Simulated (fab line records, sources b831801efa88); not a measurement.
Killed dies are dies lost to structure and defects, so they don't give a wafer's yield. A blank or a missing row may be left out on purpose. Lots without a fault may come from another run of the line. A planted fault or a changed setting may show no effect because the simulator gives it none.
A struck lot beside a sound one | flow sky130 | 19 steps out of a route of 708
Sound: wafers L884.1, L884.4, L884.6. Struck: wafers L895.3, L895.5, L895.6. The cause comes at the end.
At each step with rows: each side's tool, then ch and its chambers, then its first start. Under that, the readings that differ: sound wafers | struck wafers | difference of the means | sigmas: that difference in standard deviations of wafers without a fault.
alike: readings whose means differ by less than 2 such deviations, and words and numbers that are the same on both sides. not compared: withheld readings, readings that some wafer has no value for, bounds like >300 that may hide the same value, and numbers for which the record gives no deviation and whose values overlap.
The two part at a step that has a row with sigmas, a row that says differs or no value, or rows on one side only. Numbers that don't overlap but have no deviation are shown without sigmas and don't part them. A reading that every wafer of one side lacks parts them only if that side has two wafers or more.

first, 1 step without rows for these wafers: SKY_VIA1_ETCH_15 (etches SiO2 in C4F8/O2/Ar, stops on TiN, target depth 351 nm, time 54 s).
SKY_VIA1_STRIP_16: strips in O2/N2.
  sound on plasma_asher-02 ch 0,1, day 35 16:11; struck on plasma_asher-01 ch 0,1, day 39 01:08
  alike: chamber_pressure_mTorr, drypump_motor_current_A, oes_product_au, strip_time_to_endpoint_s
  not compared: rf_hours_counter_h
then, 5 steps without rows for these wafers: SKY_VIA1_STRIP_17 (strips in post etch residue remover, time 1200 s); SKY_VIA1_CLEAN_18 (cleans in IPA, time 180 s); SKY_VIA1_CLEAN_19 (cleans in O3/DIW); SKY_VIA1_SPUTTER_20 (material TiN, target thk 20 nm, time 80 s); SKY_VIA1_CVD_21 (deposits W, target thk 270 nm, time 80.902 s).
SKY_VIA1_RS_MEAS_22: measures by four-point-probe.
  sound on film_metro-01, day 35 16:56; struck on film_metro-03, day 39 01:53
  alike: VIA1_W_RS
SKY_VIA1_THK_MEAS_23: measures by xrf.
  sound on film_metro-01, day 35 17:04; struck on film_metro-03, day 39 01:59
  alike: VIA1_W_THK
SKY_VIA1_CMP_24: polishes, stops on SiO2, t overpolish 15 s, target thk 0 nm.
  sound on cmp-02 ch 1,2,3, day 35 17:10; struck on cmp-01 ch 0,1, day 39 02:01
  alike: motor_current_A, overpolish_run_s, platen_rpm, time_to_endpoint_s
SKY_METAL2_SPUTTER_00: material Ti, target thk 15 nm, time 10 s.
  sound on pvd_sputter-03, day 35 17:25; struck on pvd_sputter-02, day 39 02:19
  alike: throttle_valve_pct
SKY_METAL2_SPUTTER_01: material TiN, target thk 20 nm, time 16.7 s.
  sound on pvd_sputter-03, day 35 17:26; struck on pvd_sputter-02, day 39 02:20
  alike: throttle_valve_pct
SKY_METAL2_SPUTTER_02: material AlCu, target thk 250 nm, time 13.3 s.
  sound on pvd_sputter-03, day 35 17:28; struck on pvd_sputter-02, day 39 02:22
  reading                                     | sound           | struck            | difference | sigmas
  model.AlCu_of_METAL2_SPUTTER_02.thk_nm (nm) | 249.2 249 255.3 | 235.9 236.7 232.6 | -16.1      |
  alike: throttle_valve_pct
then, 1 step without rows for these wafers: SKY_METAL2_SPUTTER_03 (material Ti, target thk 5 nm, time 3.3 s).
SKY_METAL2_SPUTTER_04: material TiN, target thk 70 nm, time 58.3 s.
  sound on pvd_sputter-03, day 35 17:31; struck on pvd_sputter-02, day 39 02:25
  alike: throttle_valve_pct
SKY_METAL2_RS_MEAS_05: measures by four-point-probe.
  sound on film_metro-01, day 35 17:34; struck on film_metro-04, day 39 02:30
  reading                 | sound                | struck               | difference | sigmas
  METAL2_ALCU_RS (ohm/sq) | 0.1272 0.1278 0.1242 | 0.1344 0.1339 0.1365 | +0.0085    | +6
SKY_METAL2_THK_MEAS_06: measures by xrf.
  sound on film_metro-01, day 35 17:41; struck on film_metro-04, day 39 02:36
  reading              | sound       | struck      | difference | sigmas
  METAL2_ALCU_THK (nm) | 247 248 254 | 235 236 233 | -15        | -5
then, 1 step without rows for these wafers: SKY_METAL2_DEHYDRATE_07 (time 60 s).
-- the record jumps here: 10 days lie between the struck wafers' starts before and after (it left off in module METAL2 and takes up again in module PAD_OPEN, whose first step shown is number 708 of the route) --
SKY_PAD_OPEN_PROBE_99:
  sound on prober-01, day 46 23:48; struck on prober-02, day 49 12:46
  reading                      | sound                | struck               | difference | sigmas
  model.etest.met2.line_ohm_um | 0.8958 0.8929 0.8608 | 0.9386 0.9878 0.999  | +0.0920    |
  model.etest.met2.rs_ohm_sq   | 0.1285 0.1288 0.1249 | 0.1343 0.1355 0.1388 | +0.0088    |
  alike: defect_limited_yield, killed_at_M0_to_M3, killed_at_M4_up, killed_at_contacts, killed_at_front_end, killed_at_other, killed_dies, killed_open, killed_short, sort_bin_3_pad_short, sort_bin_5_function, sort_bin_6_memory, sort_n_pass, sort_yield_pct

WHERE THEY PART
First at SKY_METAL2_RS_MEAS_05; last, within this record, at SKY_METAL2_THK_MEAS_06. Later steps at which nothing parts them and some readings are alike: SKY_PAD_OPEN_PROBE_99.

WHY: what the simulator had put in
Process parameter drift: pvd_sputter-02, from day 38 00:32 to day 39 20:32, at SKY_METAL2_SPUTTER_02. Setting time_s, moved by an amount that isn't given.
